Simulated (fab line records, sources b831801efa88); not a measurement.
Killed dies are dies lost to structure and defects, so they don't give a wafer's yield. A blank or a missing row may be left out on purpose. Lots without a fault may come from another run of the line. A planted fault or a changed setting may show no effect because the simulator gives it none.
A struck lot beside a sound one | flow gf180mcu | 43 steps out of a route of 602
Sound: wafers L504.1, L504.4, L504.6. Struck: wafer L498.5. (L498.2 of the same lot was not struck and is left out.) The cause comes at the end.
At each step with rows: each side's tool, then ch and its chambers, then its first start. Under that, the readings that differ: sound wafers | struck wafers | difference of the means | sigmas: that difference in standard deviations of wafers without a fault.
alike: readings whose means differ by less than 2 such deviations, and words and numbers that are the same on both sides. not compared: withheld readings, readings that some wafer has no value for, bounds like >300 that may hide the same value, and numbers for which the record gives no deviation and whose values overlap.
The two part at a step that has a row with sigmas, a row that says differs or no value, or rows on one side only. Numbers that don't overlap but have no deviation are shown without sigmas and don't part them. A reading that every wafer of one side lacks parts them only if that side has two wafers or more.

GF_V4_ETCH_16: etches BARC in N2/H2.
  sound on rie_diel-01 ch 0,1,2, day 29 21:24; struck on rie_diel-03 ch 0, day 28 05:06
  alike: drypump_motor_current_A, oes_product_au, throttle_valve_pct
then, 1 step without rows for these wafers: GF_V4_ETCH_17 (etches SiO2 in C4F8/O2/Ar, stops on TiN, target depth 630 nm).
GF_V4_STRIP_18: strips in O2/N2.
  sound on plasma_asher-01 ch 0,1, day 29 21:32; struck on plasma_asher-01 ch 0, day 28 05:14
  alike: drypump_motor_current_A, heater_power_w, oes_product_au
  not compared: rf_hours_counter_h
then, 3 steps without rows for these wafers: GF_V4_STRIP_19 (strips in post etch residue remover, time 1200 s); GF_V4_CLEAN_20 (cleans in DIW); GF_V4_SPUTTER_21 (material Ti, target thk 15 nm, time 80.02 s).
GF_V4_SPUTTER_22: material TiN, target thk 10 nm, time 40 s.
  sound on pvd_sputter-02, day 29 22:07; struck on pvd_sputter-03, day 28 05:50
  alike: throttle_valve_pct
then, 1 step without rows for these wafers: GF_V4_CVD_23 (deposits W, target thk 350 nm, time 104.9 s).
GF_V4_RS_MEAS_24: measures by four-point-probe.
  sound on film_metro-03, day 29 22:16; struck on film_metro-02, day 28 06:00
  reading          | sound             | struck | difference | sigmas
  V4_W_RS (ohm/sq) | 0.335 0.333 0.335 | 0.324  | -0.010     | -3
GF_V4_THK_MEAS_25: measures by xrf.
  sound on film_metro-03, day 29 22:23; struck on film_metro-02, day 28 06:07
  alike: V4_W_THK
then, 2 steps without rows for these wafers: GF_V4_CMP_26 (polishes, stops on SiO2, t overpolish 15 s, target thk 0 nm); GF_MIM_SPUTTER_00 (material Ti, target thk 37.5 nm, time 150 s).
GF_MIM_SPUTTER_01: material TiN, target thk 30 nm, time 25 s.
  sound on pvd_sputter-03, day 29 22:51; struck on pvd_sputter-04, day 28 06:34
  reading                                 | sound             | struck | difference | sigmas
  model.TiN_of_MIM_SPUTTER_01.thk_nm (nm) | 29.94 30.24 29.91 | 37.03  | +7.00      |
  alike: throttle_valve_pct
then, 1 step without rows for these wafers: GF_MIM_SPUTTER_02 (material AlCu, target thk 450 nm, time 23.9 s).
GF_MIM_SPUTTER_03: material Ti, target thk 10 nm, time 6.7 s.
  sound on pvd_sputter-03, day 29 22:55; struck on pvd_sputter-04, day 28 06:37
  alike: throttle_valve_pct
then, 1 step without rows for these wafers: GF_MIM_SPUTTER_04 (material TiN, target thk 50 nm, time 41.7 s).
GF_MIM_CVD_05: deposits Si3N4, target thk 42 nm, time 29.086 s.
  sound on pecvd-02 ch 0, day 29 22:58; struck on pecvd-04 ch 0, day 28 06:41
  alike: heater_power_w
  not compared: since_wet_clean_h
GF_MIM_THK_MEAS_06:
  sound on film_metro-01, day 29 23:01; struck on film_metro-04, day 28 06:43
  alike: MIM_CVD_05_THK
then, 3 steps without rows for these wafers: GF_MIM_SPUTTER_07 (material TiN, target thk 60 nm, time 50 s); GF_MIM_SPUTTER_08 (material AlCu, target thk 200 nm, time 10.6 s); GF_MIM_SPUTTER_09 (material TiN, target thk 35 nm, time 29.2 s).
GF_MIM_RS_MEAS_10: measures by four-point-probe.
  sound on film_metro-01, day 29 23:11; struck on film_metro-02, day 28 06:53
  alike: MIM_ALCU_RS
GF_MIM_THK_MEAS_11: measures by xrf.
  sound on film_metro-01, day 29 23:18; struck on film_metro-02, day 28 07:00
  alike: MIM_ALCU_THK
then, 18 steps without rows for these wafers: GF_MIM_DEHYDRATE_12 (time 60 s); GF_MIM_HMDS_13 (prime time 60 s); GF_MIM_COAT_14 (resist thk 1000 nm); GF_MIM_SOFTBAKE_15 (time 60 s); GF_MIM_EXPOSE_16 (exposes mask FuseTop, target cd 2000 nm); GF_MIM_PEB_17; GF_MIM_DEVELOP_18 (develop time 60 s); GF_MIM_METAL_ETCH_19 (etches the open film in Cl2/BCl3, stops on Si3N4, target depth 324.5 nm, time 54.1 s); GF_MIM_STRIP_20 (strips in O2/N2); GF_MIM_STRIP_21 (strips in post etch residue remover, time 1200 s); GF_MIM_CLEAN_22 (cleans in DIW); GF_M5_DEHYDRATE_00 (time 60 s); GF_M5_HMDS_01 (prime time 60 s); GF_M5_COAT_02 (resist thk 1000 nm); GF_M5_SOFTBAKE_03 (time 60 s); GF_M5_EXPOSE_04 (exposes mask Metal5, target cd 280 nm); GF_M5_PEB_05 (peb time 90 s); GF_M5_DEVELOP_06 (develop time 60 s).
GF_M5_CD_MEAS_07: target cd 280 nm.
  sound on cd_sem-02, day 31 11:44; struck on cd_sem-01, day 29 21:36
  alike: cd_nm
GF_M5_METAL_ETCH_10: etches the open film in Cl2/BCl3, stops on SiO2, target depth 627.5 nm, time 104.6 s.
  sound on rie_metal-02 ch 0,1, day 31 11:55; struck on rie_metal-04 ch 1, day 29 21:46
  reading                        | sound                | struck | difference | sigmas
  oes_product_au (a.u.)          | 0.981 0.958 0.976    | 0.996  | +0.024     | +4
  throttle_valve_pct (%)         | 28.230 28.250 28.243 | 28.212 | -0.029     | -3
  model.M5.feature_depth_nm (nm) | 601.5 597.9 599.8    | 621    | +21        |
  alike: drypump_motor_current_A
  not compared: rf_hours_counter_h

WHERE THEY PART
First at GF_V4_RS_MEAS_24; last, within this record, at GF_M5_METAL_ETCH_10.

WHY: what the simulator had put in
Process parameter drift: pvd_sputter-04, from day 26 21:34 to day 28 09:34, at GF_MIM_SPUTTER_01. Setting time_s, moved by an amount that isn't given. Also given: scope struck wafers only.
